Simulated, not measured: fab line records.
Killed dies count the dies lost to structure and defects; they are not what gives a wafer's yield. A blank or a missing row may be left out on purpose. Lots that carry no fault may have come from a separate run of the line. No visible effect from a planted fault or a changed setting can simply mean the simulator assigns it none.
fab line records	flow sky130
[record] lots = 14	wafers = 42	lastDay = 50
route steps=708 shown VT_ADJUST_HVTP@96 VT_ADJUST_LVTN@106 VT_ADJUST_NCORE@123
lots that met no fault: taken from a fault-free run of the same line
startH: hours from the record's opening day to when the first of the lot's shown wafers began	waitH: time in hours since the lot's previous step	" as in the row above	L1.1+2: one row covering several wafers at once	- no value, or no start given	* or withheld: withheld	< > ~ a bound
route shown NAME@n: names a module that has steps shown in the file, with the first one's number in the route	usual: mean/standard deviation taken from wafers without a fault	same: alike in all rows	chamber/n: place in a boat	sites: the reading at each site	_std_site: how widely they spread, as a standard deviation	_edge_site: inner sites' mean taken away from outer sites' mean	radiusMm: for every site, how far away it sits from the centre of the wafer	mask NAME#n: copy n	behind: the most recent tool/chamber to have shaped the wafer	hold: cause of the lot's hold/its duration in hours/its outcome	device: transistor that didn't switch, given as n, p or np	end of line: the same wafers' tests at the end of the route	where a step has no rows: the recipe by itself	killed: at the first sort, the dies lost to defects and structure; wafer yield is something else	map: per-die view of a wafer (x killed, . not killed, _ where there is no die)
set.NAME: the setting that was run; set.NAME@STEP: the one run at that earlier step	model.NAME: the simulator's own value behind a step, which no gauge read
a sample of lots followed through the steps of the route, with each step as a table and each wafer as a row
services: the hour from which a tool's chamber was out of use, counted from the record's first day as startH (under 0 if before that day), plus the number of hours and why
[[steps]]
[step SKY_VT_ADJUST_HVTP_TW_MEAS_11]
[usual] VT_ADJUST_HVTP_TW = 1351/20
lot.wafer	tool	chamber	startH	waitH	VT_ADJUST_HVTP_TW
L188.1	filmMetro-01	-	119.47	0.1	1324
L188.4	"	-	"	"	1315
L188.5	"	-	"	"	1322
L189.4	filmMetro-02	-	122.95	0.1	1382
L189.5	"	-	"	"	1370
L189.6	"	-	"	"	1379
L190.2	filmMetro-01	-	131.90	0.1	1319
L190.4	"	-	"	"	1330
L190.6	"	-	"	"	1319
L192.1	filmMetro-04	-	139.27	0.1	1364
L192.2	"	-	"	"	1360
L192.6	"	-	"	"	1359
L196.1	filmMetro-02	-	171.62	0.1	1362
L196.2	"	-	"	"	1358
L196.3	"	-	"	"	1359
L197.1	filmMetro-04	-	173.97	0.1	1366
L197.3	"	-	"	"	1366
L197.6	"	-	"	"	1359
L198.1	filmMetro-02	-	181.32	0.1	1362
L198.3	"	-	"	"	1368
L198.6	"	-	"	"	1364
L199.1	filmMetro-04	-	187.47	0.1	1367
L199.5	"	-	"	"	1365
L199.6	"	-	"	"	1367
L200.2	filmMetro-02	-	190.32	0.1	1358
L200.3	"	-	"	"	1364
L200.5	"	-	"	"	1360
L203.1	filmMetro-01	-	214.32	0.1	1325
L203.3	"	-	"	"	1316
L203.6	"	-	"	"	1326
L208.2	filmMetro-02	-	276.80	0.1	1352
L208.3	"	-	"	"	1349
L208.4	"	-	"	"	1353
L211.1	filmMetro-04	-	277.09	0.1	1367
L211.5	"	-	"	"	1362
L211.6	"	-	"	"	1369
L210.1	filmMetro-01	-	279.97	0.1	1315
L210.2	"	-	"	"	1326
L210.5	"	-	"	"	1313
L209.1	filmMetro-01	-	280.27	0.1	1322
L209.3	"	-	"	"	1323
L209.5	"	-	"	"	1322
[step SKY_VT_ADJUST_LVTN_STRIP_09]
[recipe] chemistry = O2/N2	powerW = 1400	pressureMtorr = 1500	platenTempC = withheld	o2FlowSccm = 3000	n2FlowSccm = 300	overashFraction = 0.5
[usual] drypumpMotorCurrentA = 5.7/0.41	oesProductAu = 0.723/0.0045	stripTimeToEndpointS = 36.99/0.12
lot.wafer	tool	chamber	startH	waitH	drypumpMotorCurrentA	oesProductAu	rfHoursCounterH	stripTimeToEndpointS
L188.1	plasmaAsher-04	0	135.10	0.1	6.0	0.725	45	36.95
L188.4	"	0	"	"	6.0	0.728	-	37.08
L188.5	"	1	"	"	5.8	0.722	-	37.16
L189.4	plasmaAsher-04	0	138.70	0.1	6.0	0.724	-	36.90
L189.5	"	0	"	"	6.0	0.727	-	36.98
L189.6	"	1	"	"	5.8	0.732	-	37.00
L190.2	plasmaAsher-04	0	150.67	0.1	6.0	0.716	46	36.97
L190.4	"	1	"	"	5.8	0.716	-	37.00
L190.6	"	0	"	"	6.0	0.727	-	37.03
L192.1	plasmaAsher-01	0	159.62	0.1	5.0	0.727	5	37.04
L192.2	"	1	"	"	5.8	0.734	5	36.98
L192.6	"	0	"	"	5.0	0.719	-	36.97
L196.1	plasmaAsher-01	1	192.66	0.1	5.8	0.724	8	36.90
L196.2	"	0	"	"	5.0	0.719	8	37.06
L196.3	"	0	"	"	5.0	0.720	-	37.09
L197.1	plasmaAsher-02	0	194.45	0.1	6.3	0.719	40	37.00
L197.3	"	1	"	"	5.7	0.726	-	37.04
L197.6	"	1	"	"	5.7	0.723	-	37.20
L198.1	plasmaAsher-04	0	202.70	0.2	6.0	0.720	50	36.97
L198.3	"	1	"	"	5.8	0.717	-	36.95
L198.6	"	0	"	"	6.0	0.726	-	36.96
L199.1	plasmaAsher-04	0	209.21	0.1	6.0	0.730	50	37.16
L199.5	"	0	"	"	6.0	0.722	-	37.11
L199.6	"	1	"	"	5.8	0.730	-	37.14
L200.2	plasmaAsher-01	0	211.50	0.1	5.0	0.730	10	37.14
L200.3	"	1	"	"	5.8	0.724	-	37.16
L200.5	"	0	"	"	5.0	0.723	-	37.06
L203.1	plasmaAsher-01	1	236.96	0.1	5.8	0.717	12	37.18
L203.3	"	1	"	"	5.8	0.727	-	37.09
L203.6	"	0	"	"	5.0	0.725	-	37.11
L208.2	plasmaAsher-04	1	301.61	0.1	5.8	0.725	58	36.87
L208.3	"	0	"	"	6.0	0.724	-	37.00
L208.4	"	1	"	"	5.7	0.724	-	36.96
L211.1	plasmaAsher-01	0	302.61	0.1	5.0	0.727	19	36.90
L211.5	"	0	"	"	5.0	0.723	-	36.79
L211.6	"	1	"	"	5.8	0.724	-	36.81
L210.1	plasmaAsher-04	0	305.76	0.1	6.0	0.720	59	37.03
L210.2	"	1	"	"	5.8	0.723	59	36.98
L210.5	"	1	"	"	5.8	0.725	-	37.05
L209.1	plasmaAsher-02	1	306.11	0.1	5.7	0.718	51	36.94
L209.3	"	1	"	"	5.7	0.721	-	36.87
L209.5	"	0	"	"	6.3	0.722	-	37.04
[step SKY_VT_ADJUST_LVTN_TW_MEAS_10]
[usual] VT_ADJUST_LVTN_TW = 239.1/2.6
lot.wafer	tool	chamber	startH	waitH	VT_ADJUST_LVTN_TW
L188.1	filmMetro-01	-	135.20	0.1	236.5
L188.4	"	-	"	"	235.3
L188.5	"	-	"	"	235.4
L189.4	filmMetro-03	-	138.80	0.1	237.4
L189.5	"	-	"	"	239.6
L189.6	"	-	"	"	240.0
L190.2	filmMetro-02	-	150.78	0.1	242.1
L190.4	"	-	"	"	242.8
L190.6	"	-	"	"	242.2
L192.1	filmMetro-01	-	159.72	0.1	235.3
L192.2	"	-	"	"	234.6
L192.6	"	-	"	"	235.4
L196.1	filmMetro-03	-	192.76	0.1	241.2
L196.2	"	-	"	"	240.2
L196.3	"	-	"	"	240.3
L197.1	filmMetro-01	-	194.55	0.1	236.7
L197.3	"	-	"	"	237.2
L197.6	"	-	"	"	236.3
L198.1	filmMetro-01	-	202.80	0.1	236.2
L198.3	"	-	"	"	235.6
L198.6	"	-	"	"	237.4
L199.1	filmMetro-03	-	209.31	0.1	241.4
L199.5	"	-	"	"	241.3
L199.6	"	-	"	"	240.6
L200.2	filmMetro-02	-	211.61	0.1	239.3
L200.3	"	-	"	"	240.3
L200.5	"	-	"	"	239.6
L203.1	filmMetro-01	-	237.06	0.1	235.6
L203.3	"	-	"	"	234.1
L203.6	"	-	"	"	235.4
L208.2	filmMetro-03	-	301.72	0.1	240.9
L208.3	"	-	"	"	239.7
L208.4	"	-	"	"	239.0
L211.1	filmMetro-01	-	302.71	0.1	236.6
L211.5	"	-	"	"	236.6
L211.6	"	-	"	"	236.4
L210.1	filmMetro-01	-	305.86	0.1	237.5
L210.2	"	-	"	"	236.0
L210.5	"	-	"	"	236.3
L209.1	filmMetro-02	-	306.21	0.1	241.0
L209.3	"	-	"	"	240.8
L209.5	"	-	"	"	242.2
[step SKY_VT_ADJUST_NCORE_EXPOSE_04]
[recipe] maskId = LVTN_COMPLEMENT_THIN	na = 0.6	sourceShape = conventional	sigmaOuter = 0.6	polarization = unpolarized	targetCdNm = 380	doseMj = 139
[usual] exposureDoseMJCm2 = 138.94/0.17	focusOffsetNm = 0.1/0.49
lot.wafer	tool	chamber	startH	waitH	mask	exposureDoseMJCm2	focusOffsetNm
L188.1	ilineStepper-02	0	164.81	-	LVTN_COMPLEMENT_THIN#0	139.08	0.8
L188.4	"	0	"	"	LVTN_COMPLEMENT_THIN#0	139.11	0.1
L188.5	"	0	"	"	LVTN_COMPLEMENT_THIN#0	139.22	0.5
L189.4	ilineStepper-02	0	168.67	-	LVTN_COMPLEMENT_THIN#0	138.95	0.0
L189.5	"	0	"	"	LVTN_COMPLEMENT_THIN#0	139.11	-0.2
L189.6	"	0	"	"	LVTN_COMPLEMENT_THIN#0	139.03	-0.1
L190.2	ilineStepper-02	0	179.93	-	LVTN_COMPLEMENT_THIN#0	138.91	0.0
L190.4	"	0	"	"	LVTN_COMPLEMENT_THIN#0	138.96	-0.5
L190.6	"	0	"	"	LVTN_COMPLEMENT_THIN#0	139.01	-0.1
L192.1	ilineStepper-01	0	188.90	-	LVTN_COMPLEMENT_THIN#0	139.04	0.1
L192.2	"	0	"	"	LVTN_COMPLEMENT_THIN#0	139.07	0.3
L192.6	"	0	"	"	LVTN_COMPLEMENT_THIN#0	138.92	0.8
L196.1	ilineStepper-01	0	227.28	-	LVTN_COMPLEMENT_THIN#0	138.82	-0.4
L196.2	"	0	"	"	LVTN_COMPLEMENT_THIN#0	139.06	0.1
L196.3	"	0	"	"	LVTN_COMPLEMENT_THIN#0	139.07	-0.8
L197.1	ilineStepper-02	0	228.96	-	LVTN_COMPLEMENT_THIN#0	139.11	0.4
L197.3	"	0	"	"	LVTN_COMPLEMENT_THIN#0	138.91	-0.5
L197.6	"	0	"	"	LVTN_COMPLEMENT_THIN#0	139.05	-0.3
L198.1	ilineStepper-01	0	236.66	-	LVTN_COMPLEMENT_THIN#0	138.63	-0.6
L198.3	"	0	"	"	LVTN_COMPLEMENT_THIN#0	138.85	-0.2
L198.6	"	0	"	"	LVTN_COMPLEMENT_THIN#0	138.51	0.4
L199.1	ilineStepper-02	0	243.26	-	LVTN_COMPLEMENT_THIN#0	138.89	-0.2
L199.5	"	0	"	"	LVTN_COMPLEMENT_THIN#0	138.80	0.0
L199.6	"	0	"	"	LVTN_COMPLEMENT_THIN#0	138.42	-1.4
L200.2	ilineStepper-01	0	245.87	-	LVTN_COMPLEMENT_THIN#0	139.05	-0.1
L200.3	"	0	"	"	LVTN_COMPLEMENT_THIN#0	138.97	0.4
L200.5	"	0	"	"	LVTN_COMPLEMENT_THIN#0	139.02	-0.8
L203.1	ilineStepper-01	0	272.29	-	LVTN_COMPLEMENT_THIN#0	139.03	-0.7
L203.3	"	0	"	"	LVTN_COMPLEMENT_THIN#0	139.12	0.2
L203.6	"	0	"	"	LVTN_COMPLEMENT_THIN#0	139.02	-0.8
L208.2	ilineStepper-02	-	341.51	-	LVTN_COMPLEMENT_THIN#0	-	-
L208.3	"	-	"	"	LVTN_COMPLEMENT_THIN#0	-	-
L208.4	"	-	"	"	LVTN_COMPLEMENT_THIN#0	-	-
L211.1	ilineStepper-01	0	342.59	-	LVTN_COMPLEMENT_THIN#0	138.88	0.4
L211.5	"	0	"	"	LVTN_COMPLEMENT_THIN#0	138.97	0.7
L211.6	"	0	"	"	LVTN_COMPLEMENT_THIN#0	138.74	1.0
L210.1	ilineStepper-02	0	345.76	-	LVTN_COMPLEMENT_THIN#0	138.75	0.9
L210.2	"	0	"	"	LVTN_COMPLEMENT_THIN#0	138.79	0.3
L210.5	"	0	"	"	LVTN_COMPLEMENT_THIN#0	138.88	0.1
L209.1	ilineStepper-02	-	346.21	-	LVTN_COMPLEMENT_THIN#0	-	-
L209.3	"	-	"	"	LVTN_COMPLEMENT_THIN#0	-	-
L209.5	"	-	"	"	LVTN_COMPLEMENT_THIN#0	-	-
[[services]]
tool	chamber	startH	hours	kind
plasmaAsher-01	0	117.75	-	clean
plasmaAsher-01	1	117.75	-	clean
plasmaAsher-04	-	151.21	10.0	pm
plasmaAsher-04	-	166.19	9.6	repair
ilineStepper-02	-	170.48	2.1	pm
ilineStepper-02	-	172.56	-	consumableReplace:lamp
ilineStepper-02	-	181.06	1.7	pm
ilineStepper-01	-	182.97	3.5	repair
ilineStepper-01	-	201.21	2.1	pm
ilineStepper-01	-	203.29	-	consumableReplace:lamp
ilineStepper-01	-	204.40	0.5	repair
ilineStepper-01	-	217.33	4.4	pm
ilineStepper-01	-	239.53	1.7	pm
plasmaAsher-04	-	257.61	9.2	repair
ilineStepper-01	0	263.42	-	calibration
ilineStepper-02	0	313.10	-	calibration
ilineStepper-02	-	322.01	4.4	pm
[[key]]
[firstSign] step = SKY_VT_ADJUST_NCORE_EXPOSE_04	reading = toolRecord	direction = missing
effect none on later readings
metAt SKY_VT_ADJUST_NCORE_EXPOSE_04
struckLots L208,L209
sortLeftOut L208.2,L208.3,L208.4,L209.1,L209.3,L209.5
testerLeftOut L208,L209
notActingAt SKY_VT_ADJUST_HVTP_TW_MEAS_11,SKY_VT_ADJUST_LVTN_STRIP_09,SKY_VT_ADJUST_LVTN_TW_MEAS_10
onsetBetween 243.26 341.51
[fault] kind = skippedStepWhole	tool = ilineStepper-02	chamber = -	onsetH = 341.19	steps = SKY_VT_ADJUST_NCORE_EXPOSE_04	scope = struckLotsOnly
// testerLeftOut: of these lots the tester's yield and bins aren't shown, on N5 and GAA mostly nor the transistor test; their killed dies are dies lost to structure and defects alone, not to doping, threshold or leakage, so they don't give the yield
// sortLeftOut: the simulated sort isn't trusted on such a fault, so these wafers' sort isn't shown, and their yield isn't known
